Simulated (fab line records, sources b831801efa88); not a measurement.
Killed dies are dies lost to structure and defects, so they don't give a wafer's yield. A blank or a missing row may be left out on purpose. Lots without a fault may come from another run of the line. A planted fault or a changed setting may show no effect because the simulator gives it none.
fab line records | flow sky130
record lots=6 wafers=18 last_day=49
route steps=708 shown LDD_HVP@286 LDD_LDN@289 PAD_OPEN@708
lots that met no fault: from a run of the same line without faults
start_h: hours from the record's first day to the start of the lot's first wafer shown | wait_h: hours since the lot's step before | " the same as in the row above | L1.1+2: a row that stands for several wafers | - no value, or no start given | * or withheld: withheld | < > ~ a bound
route shown NAME@n: a module of which the file shows steps, and the number in the route of the first | usual: mean/standard deviation of fault-free wafers | same: alike in all rows | chamber/n: place in a boat | sites: the reading at each site | _std_site: their standard deviation | _edge_site: outer sites' mean less inner sites' | radius_mm: how far each site lies from the wafer's centre | mask NAME#n: copy n | behind: the tool/chamber that last shaped the wafer | hold: why the lot was held/for how many hours/how that ended | device: the transistor (n, p or np) that didn't switch | end of line: the same wafers' tests at the end of the route | a step without rows: its recipe alone | killed: dies lost to structure and defects at the first sort, not the wafer's yield | map: a wafer's dies, x killed, . not, _ none there
set.NAME: the setting as run; set.NAME@STEP: as run at that earlier step | model.NAME: the simulator's own value behind a step, which no gauge read
lots at some steps of the route; a table a step, a row a wafer
services: from which hour (start_h, from the record's first day; less than 0 if before it) a tool's chamber was out of use, for how many hours, and why
## steps
# step SKY_LDD_HVP_IMPLANT_08
# recipe species=B energy_kev=20 dose_cm2=1.685e+13 tilt_deg=17.9
# step SKY_LDD_HVP_STRIP_09
# recipe chemistry=O2/N2 power_w=1400 pressure_mtorr=1500 platen_temp_c=withheld o2_flow_sccm=3000 n2_flow_sccm=300 overash_fraction=0.5
# usual drypump_motor_current_A=5.8/0.51 n2_flow_sccm=300.0/0.83 oes_product_au=0.408/0.0048 strip_time_to_endpoint_s=4.132/0.015
# columns lot.wafer tool chamber start_h wait_h drypump_motor_current_A n2_flow_sccm oes_product_au rf_hours_counter_h strip_time_to_endpoint_s
L749.4 plasma_asher-04 1 518.20 0.1 5.1 300.5 0.407 - 4.148
L749.5 " 0 " " 6.2 302.2 0.407 - 4.143
L749.6 " 1 " " 5.1 299.7 0.407 - 4.159
L750.3 plasma_asher-02 1 522.19 0.1 6.4 300.5 0.412 - 4.140
L750.5 " 0 " " 5.4 301.1 0.405 - 4.151
L750.6 " 1 " " 6.5 300.5 0.408 - 4.144
L760.4 plasma_asher-01 1 621.94 0.1 6.4 301.2 0.401 - 4.113
L760.5 " 1 " " 6.5 301.1 0.417 - 4.103
L760.6 " 0 " " 5.5 299.9 0.403 - 4.121
L763.3 plasma_asher-01 1 651.35 0.1 6.4 298.6 0.406 - 4.117
L763.4 " 0 " " 5.5 300.1 0.409 - 4.127
L763.6 " 1 " " 6.4 300.3 0.412 - 4.133
L764.2 plasma_asher-04 0 656.07 0.1 6.2 299.2 0.419 22 4.138
L764.5 " 1 " " 5.2 299.5 0.407 - 4.144
L764.6 " 0 " " 6.2 300.8 0.411 - 4.128
L766.2 plasma_asher-02 0 657.30 0.1 5.4 298.9 0.419 96 4.102
L766.3 " 1 " " 6.4 300.9 0.403 - 4.102
L766.5 " 0 " " 5.4 300.4 0.415 - 4.108
# step SKY_LDD_HVP_TW_MEAS_10
# usual LDD_HVP_TW=453/3.9
# columns lot.wafer tool chamber start_h wait_h LDD_HVP_TW
L749.4 film_metro-03 - 518.30 0.1 453
L749.5 " - " " 455
L749.6 " - " " 455
L750.3 film_metro-02 - 522.27 0.1 452
L750.5 " - " " 450
L750.6 " - " " 451
L760.4 film_metro-03 - 622.03 0.1 452
L760.5 " - " " 452
L760.6 " - " " 450
L763.3 film_metro-02 - 651.44 0.1 454
L763.4 " - " " 451
L763.6 " - " " 455
L764.2 film_metro-04 - 656.18 0.1 456
L764.5 " - " " 457
L764.6 " - " " 457
L766.2 film_metro-03 - 657.41 0.1 451
L766.3 " - " " 452
L766.5 " - " " 454
# step SKY_LDD_LDN_DEHYDRATE_00
# recipe temp_c=200 time_s=60
# step SKY_LDD_LDN_HMDS_01
# recipe prime_time_s=60 prime_temp_c=120
# step SKY_LDD_LDN_COAT_02
# recipe resist=NOVOLAK spin_rpm=3000 resist_thk_nm=1140
# step SKY_LDD_LDN_SOFTBAKE_03
# recipe temp_c=90 time_s=60 resist=NOVOLAK
# step SKY_LDD_LDN_EXPOSE_04
# recipe mask_id=LDNTM na=0.6 source_shape=conventional sigma_outer=0.6 polarization=unpolarized target_cd_nm=700 dose_mj=140
# step SKY_LDD_LDN_PEB_05
# recipe temp_c=withheld time_s=* resist=NOVOLAK
# step SKY_LDD_LDN_DEVELOP_06
# recipe resist=NOVOLAK developer=TMAH develop_time_s=60 dev_temp_c=23
# step SKY_LDD_LDN_OVL_MEAS_07
# usual LDD_LDN_OVL=-0.5/1.4
# columns lot.wafer tool chamber start_h wait_h LDD_LDN_OVL[nm]
L749.4 overlay-01 - 548.09 0.1 1.3
L749.5 " - " " -1.2
L749.6 " - " " -1.7
L750.3 overlay-02 - 551.58 0.1 0.4
L750.5 " - " " 0.3
L750.6 " - " " 0.0
L760.4 overlay-01 - 650.84 0.1 1.5
L760.5 " - " " -0.5
L760.6 " - " " 2.0
L763.3 overlay-02 - 679.46 0.1 -3.3
L763.4 " - " " -4.2
L763.6 " - " " -4.0
L764.2 overlay-01 - 684.27 0.1 1.5
L764.5 " - " " -1.2
L764.6 " - " " -2.2
L766.2 overlay-02 - 685.72 0.1 0.4
L766.3 " - " " 0.3
L766.5 " - " " -2.0
# step SKY_LDD_LDN_IMPLANT_08
# recipe species=As energy_kev=15 dose_cm2=1.25e+13 tilt_deg=withheld rotation_deg=23
# step SKY_LDD_LDN_IMPLANT_09
# recipe species=As energy_kev=15 dose_cm2=1.25e+13 tilt_deg=withheld rotation_deg=113
# usual faraday_current_uA=70.5/1.4
# columns lot.wafer tool chamber start_h wait_h faraday_current_uA
L749.4 implanter-02 0 548.33 0.1 68.4
L749.5 " 0 " " 72.0
L749.6 " 0 " " 71.6
L749.4 implanter-02 0 548.65 0.3 70.8
L749.5 " 0 " " 68.9
L749.6 " 0 " " 70.7
L750.3 implanter-01 0 551.80 0.1 71.0
L750.5 " 0 " " 71.8
L750.6 " 0 " " 71.5
L750.3 implanter-01 0 552.12 0.3 71.4
L750.5 " 0 " " 71.1
L750.6 " 0 " " 69.9
L760.4 implanter-02 0 651.08 0.1 71.1
L760.5 " 0 " " 69.6
L760.6 " 0 " " 70.3
L763.3 implanter-01 0 679.69 0.1 71.1
L763.4 " 0 " " 71.2
L763.6 " 0 " " 70.1
L764.2 implanter-03 0 685.28 0.9 72.1
L764.5 " 0 " " 71.1
L764.6 " 0 " " 67.2
L766.2 implanter-02 0 685.93 0.1 69.7
L766.3 " 0 " " 69.9
L766.5 " 0 " " 68.7
# step SKY_LDD_LDN_IMPLANT_10
# recipe species=As energy_kev=15 dose_cm2=1.25e+13 tilt_deg=withheld rotation_deg=203
# step SKY_LDD_LDN_IMPLANT_11
# recipe species=As energy_kev=15 dose_cm2=1.25e+13 tilt_deg=withheld rotation_deg=293
# step SKY_LDD_LDN_STRIP_12
# recipe chemistry=O2/N2 power_w=1400 pressure_mtorr=1500 platen_temp_c=withheld o2_flow_sccm=3000 n2_flow_sccm=300 overash_fraction=0.5
# usual drypump_motor_current_A=5.9/0.49 n2_flow_sccm=300.0/0.9 oes_product_au=0.715/0.0047 strip_time_to_endpoint_s=14.18/0.053
# columns lot.wafer tool chamber start_h wait_h drypump_motor_current_A n2_flow_sccm oes_product_au rf_hours_counter_h strip_time_to_endpoint_s
L749.4 plasma_asher-03 1 549.13 0.2 6.5 299.2 0.715 - 14.19
L749.5 " 1 " " 6.5 298.4 0.713 - 14.15
L749.6 " 0 " " 5.5 299.5 0.706 - 14.20
L750.3 plasma_asher-03 1 552.55 0.1 6.5 300.6 0.719 - 14.19
L750.5 " 1 " " 6.5 299.3 0.726 - 14.17
L750.6 " 0 " " 5.5 301.5 0.709 - 14.20
L760.4 plasma_asher-04 1 651.49 0.1 5.1 300.7 0.712 - 14.21
L760.5 " 0 " " 6.1 300.0 0.717 - 14.25
L760.6 " 1 " " 5.2 298.9 0.717 - 14.28
L763.3 plasma_asher-04 0 680.12 0.1 6.1 300.1 0.719 - 14.23
L763.4 " 1 " " 5.1 299.4 0.713 - 14.26
L763.6 " 0 " " 6.1 300.8 0.712 - 14.27
L764.2 plasma_asher-01 0 685.70 0.1 5.5 299.7 0.718 59 14.19
L764.5 " 1 " " 6.4 299.1 0.719 - 14.22
L764.6 " 0 " " 5.5 299.8 0.712 - 14.15
L766.2 plasma_asher-01 0 686.35 0.1 5.5 300.5 0.710 59 14.22
L766.3 " 1 " " 6.4 299.9 0.709 - 14.23
L766.5 " 1 " " 6.4 300.9 0.717 - 14.21
# step SKY_LDD_LDN_TW_MEAS_13
# usual LDD_LDN_TW=1474/11
# columns lot.wafer tool chamber start_h wait_h LDD_LDN_TW
L749.4 film_metro-02 - 549.23 0.1 1549
L749.5 " - " " 1552
L749.6 " - " " 1565
L750.3 film_metro-03 - 552.64 0.1 1592
L750.5 " - " " 1594
L750.6 " - " " 1583
L760.4 film_metro-01 - 651.58 0.1 1473
L760.5 " - " " 1472
L760.6 " - " " 1475
L763.3 film_metro-03 - 680.21 0.1 1462
L763.4 " - " " 1472
L763.6 " - " " 1478
L764.2 film_metro-02 - 685.81 0.1 1460
L764.5 " - " " 1447
L764.6 " - " " 1450
L766.2 film_metro-03 - 686.46 0.1 1470
L766.3 " - " " 1474
L766.5 " - " " 1476
# step SKY_LDD_LDN_CLEAN_14
# recipe chemistry=SC1/SC2 mix=1:4:20 temp_c=70 time_s=150 dry=n2_spin
# step SKY_PAD_OPEN_PROBE_99
# usual killed_at_M0_to_M3=43/5.9 killed_at_M4_up=3.3/1.9 killed_at_contacts=24/5.6 killed_at_front_end=15/4.1 killed_at_other=0.4/0.66 killed_dies=86/9 killed_open=47/6.9 killed_short=39/6.2
# same gross_dies=492 killed_at_back_side=0
# columns lot.wafer tool chamber start_h wait_h killed_at_M0_to_M3 killed_at_M4_up killed_at_contacts killed_at_front_end killed_at_other killed_dies killed_open killed_short model.etest.tip_sonos.rs_ohm_sq
L749.4 prober-02 - 1088.79 0.2 42 8 17 18 2 87 54 33 2305
L749.5 prober-02 - 1088.84 0.2 48 1 17 7 0 73 43 30 2296
L749.6 prober-02 - 1088.89 0.2 52 3 14 10 1 80 43 37 2324
L750.3 prober-01 - 1096.63 0.2 52 1 25 13 1 92 52 40 2427
L750.5 prober-01 - 1096.73 0.2 39 5 17 20 0 81 43 38 2465
L750.6 prober-01 - 1096.78 0.2 51 3 27 12 0 93 47 46 2422
L760.4 prober-01 - 1157.85 0.2 38 4 28 14 1 85 47 37 2533
L760.5 prober-01 - 1157.90 0.2 39 3 23 25 1 91 56 33 2592
L760.6 prober-01 - 1157.95 0.2 41 1 34 17 1 94 46 48 2597
L763.3 prober-02 - 1176.78 0.2 51 2 26 14 1 94 42 50 2755
L763.4 prober-02 - 1176.83 0.2 31 2 28 13 0 74 38 35 2720
L763.6 prober-02 - 1176.93 0.2 38 5 22 10 1 76 39 35 2758
L764.2 prober-02 - 1179.67 0.1 39 1 27 13 0 80 40 40 2567
L764.5 prober-02 - 1179.82 0.2 40 4 15 20 0 79 42 37 2583
L764.6 prober-02 - 1179.87 0.2 42 0 24 19 1 86 49 36 2519
L766.2 prober-01 - 1183.62 0.1 34 3 29 19 0 85 50 35 2612
L766.3 prober-01 - 1183.67 0.2 49 3 26 10 0 88 42 46 2630
L766.5 prober-01 - 1183.77 0.2 48 5 30 9 0 92 46 46 2575
# killed by level:class
L749.4 VIA2:geometric_particle:open=9 VIA1:geometric_particle:open=8 LI_CONTACT:geometric_particle:open=7 VIA3:geometric_particle:open=7 FIELD_ISO:geometric_particle:open=6 POLY_GATE:geometric_particle:open=5 CONTACT:geometric_particle:open=5 METAL4:geometric_particle:short=5
L749.5 VIA3:geometric_particle:open=13 METAL1:geometric_particle:short=8 VIA1:geometric_particle:open=8 CONTACT:geometric_particle:open=6 LI_CONTACT:geometric_particle:open=4 METAL2:geometric_particle:short=4 VIA2:geometric_particle:short=3 CONTACT:geometric_particle:short=3
L749.6 VIA1:geometric_particle:open=15 VIA2:geometric_particle:open=8 METAL2:geometric_particle:short=6 VIA3:geometric_particle:open=6 FIELD_ISO:geometric_particle:short=4 CONTACT:geometric_particle:short=4 METAL1:geometric_particle:short=4 VIA2:geometric_particle:short=4
L750.3 CONTACT:geometric_particle:open=14 METAL1:geometric_particle:short=10 LI_CONTACT:geometric_particle:open=9 VIA2:geometric_particle:open=9 VIA1:geometric_particle:open=8 VIA1:geometric_particle:short=6 METAL3:geometric_particle:short=6 METAL2:geometric_particle:short=5
L750.5 VIA1:geometric_particle:open=14 FIELD_ISO:geometric_particle:open=6 CONTACT:geometric_particle:open=6 METAL1:geometric_particle:short=6 FIELD_ISO:geometric_particle:short=5 LI_CONTACT:geometric_particle:open=5 POLY_GATE:geometric_particle:open=4 METAL4:geometric_particle:short=4
L750.6 VIA1:geometric_particle:open=11 LI_CONTACT:geometric_particle:open=10 VIA2:geometric_particle:open=7 VIA2:geometric_particle:short=7 VIA3:geometric_particle:open=6 CONTACT:geometric_particle:short=6 CONTACT:geometric_particle:open=6 METAL1:geometric_particle:short=6
L760.4 CONTACT:geometric_particle:open=14 VIA1:geometric_particle:open=14 VIA3:geometric_particle:open=6 FIELD_ISO:geometric_particle:short=5 POLY_GATE:geometric_particle:short=5 VIA2:geometric_particle:short=5 VIA2:geometric_particle:open=4 LI_CONTACT:geometric_particle:open=4
L760.5 VIA1:geometric_particle:open=13 FIELD_ISO:geometric_particle:open=10 CONTACT:geometric_particle:open=10 LI_CONTACT:geometric_particle:open=7 VIA1:geometric_particle:short=7 POLY_GATE:geometric_particle:open=6 FIELD_ISO:geometric_particle:short=5 VIA3:geometric_particle:open=5
L760.6 CONTACT:geometric_particle:open=16 VIA1:geometric_particle:short=12 CONTACT:geometric_particle:short=8 LI_CONTACT:geometric_particle:open=7 VIA1:geometric_particle:open=7 POLY_GATE:geometric_particle:short=6 FIELD_ISO:geometric_particle:open=4 POLY_GATE:geometric_particle:open=4
L763.3 CONTACT:geometric_particle:open=11 VIA1:geometric_particle:open=10 METAL1:geometric_particle:short=7 VIA2:geometric_particle:short=5 METAL2:geometric_particle:short=5 VIA3:geometric_particle:open=5 FIELD_ISO:geometric_particle:short=4 LI_CONTACT:geometric_particle:short=4
L763.4 METAL2:geometric_particle:short=8 CONTACT:geometric_particle:open=7 LI_CONTACT:geometric_particle:open=6 CONTACT:geometric_particle:short=6 LOCAL_INTERCONNECT:geometric_particle:short=5 FIELD_ISO:geometric_particle:open=4 FIELD_ISO:geometric_particle:short=4 VIA1:geometric_particle:open=4
L763.6 CONTACT:geometric_particle:open=7 LI_CONTACT:geometric_particle:open=7 VIA3:geometric_particle:open=7 VIA3:geometric_particle:short=7 VIA1:geometric_particle:open=6 VIA2:geometric_particle:open=6 CONTACT:geometric_particle:short=5 METAL4:geometric_particle:short=4
L764.2 CONTACT:geometric_particle:open=12 VIA1:geometric_particle:open=9 LI_CONTACT:geometric_particle:open=7 METAL1:geometric_particle:short=5 POLY_GATE:geometric_particle:open=5 METAL2:geometric_particle:short=5 VIA3:geometric_particle:short=4 VIA2:geometric_particle:open=4
L764.5 FIELD_ISO:geometric_particle:open=8 VIA1:geometric_particle:open=8 VIA2:geometric_particle:open=7 METAL1:geometric_particle:short=6 VIA2:geometric_particle:short=5 POLY_GATE:geometric_particle:open=4 LI_CONTACT:geometric_particle:open=4 CONTACT:geometric_particle:open=4
L764.6 VIA1:geometric_particle:open=13 LI_CONTACT:geometric_particle:open=9 FIELD_ISO:geometric_particle:short=7 VIA2:geometric_particle:open=7 VIA3:geometric_particle:open=6 LOCAL_INTERCONNECT:geometric_particle:short=5 CONTACT:geometric_particle:open=5 VIA1:geometric_particle:short=5
L766.2 VIA1:geometric_particle:open=15 LI_CONTACT:geometric_particle:open=12 FIELD_ISO:geometric_particle:short=8 CONTACT:geometric_particle:open=7 LI_CONTACT:geometric_particle:short=5 VIA2:geometric_particle:open=4 LOCAL_INTERCONNECT:geometric_particle:short=4 VIA1:geometric_particle:short=4
L766.3 METAL2:geometric_particle:short=10 CONTACT:geometric_particle:open=8 VIA1:geometric_particle:open=8 VIA3:geometric_particle:open=7 LI_CONTACT:geometric_particle:open=7 LI_CONTACT:geometric_particle:short=6 METAL1:geometric_particle:short=6 VIA1:geometric_particle:short=5
L766.5 VIA1:geometric_particle:open=12 LI_CONTACT:geometric_particle:open=9 VIA2:geometric_particle:open=7 CONTACT:geometric_particle:open=6 METAL1:geometric_particle:short=6 METAL3:geometric_particle:short=6 LI_CONTACT:geometric_particle:short=5 LOCAL_INTERCONNECT:geometric_particle:short=5
## services
# columns tool chamber start_h hours kind
plasma_asher-04 - 500.80 1.5 repair
implanter-01 - 513.39 2.7 repair
implanter-02 - 523.92 6.8 repair
plasma_asher-02 - 532.22 3.3 repair
plasma_asher-04 - 543.02 10.0 pm
plasma_asher-02 - 550.34 2.8 pm
implanter-02 - 560.87 6.7 repair
plasma_asher-03 - 569.85 1.9 repair
implanter-01 - 583.79 2.1 repair
implanter-03 - 589.15 3.6 pm
implanter-02 - 625.65 4.0 repair
plasma_asher-03 - 635.21 1.6 repair
implanter-01 - 644.64 17.3 pm
implanter-02 - 657.32 4.7 pm
implanter-03 - 658.51 1.2 repair
## key
first_sign step=SKY_LDD_LDN_IMPLANT_09 reading=visit direction=added
effect step=SKY_LDD_LDN_TW_MEAS_13 reading=LDD_LDN_TW direction=up sigmas=9.2 usual=1474 struck=1573
model_effect step=SKY_PAD_OPEN_PROBE_99 value=etest.tip_sonos.rs_ohm_sq without=2688 struck=2373
met_at SKY_LDD_LDN_IMPLANT_09
struck_wafers L749.4,L749.5,L749.6,L750.3,L750.5,L750.6
tester_left_out L749,L750
fault kind=repeated_step_whole tool=implanter-01,implanter-02,implanter-03 chamber=- onset_h=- steps=SKY_LDD_LDN_IMPLANT_09 times=1 scope=struck_lots_only
# tester_left_out: of these lots the tester's yield and bins aren't shown, on N5 and GAA mostly nor the transistor test; their killed dies are dies lost to structure and defects alone, not to doping, threshold or leakage, so they don't give the yield
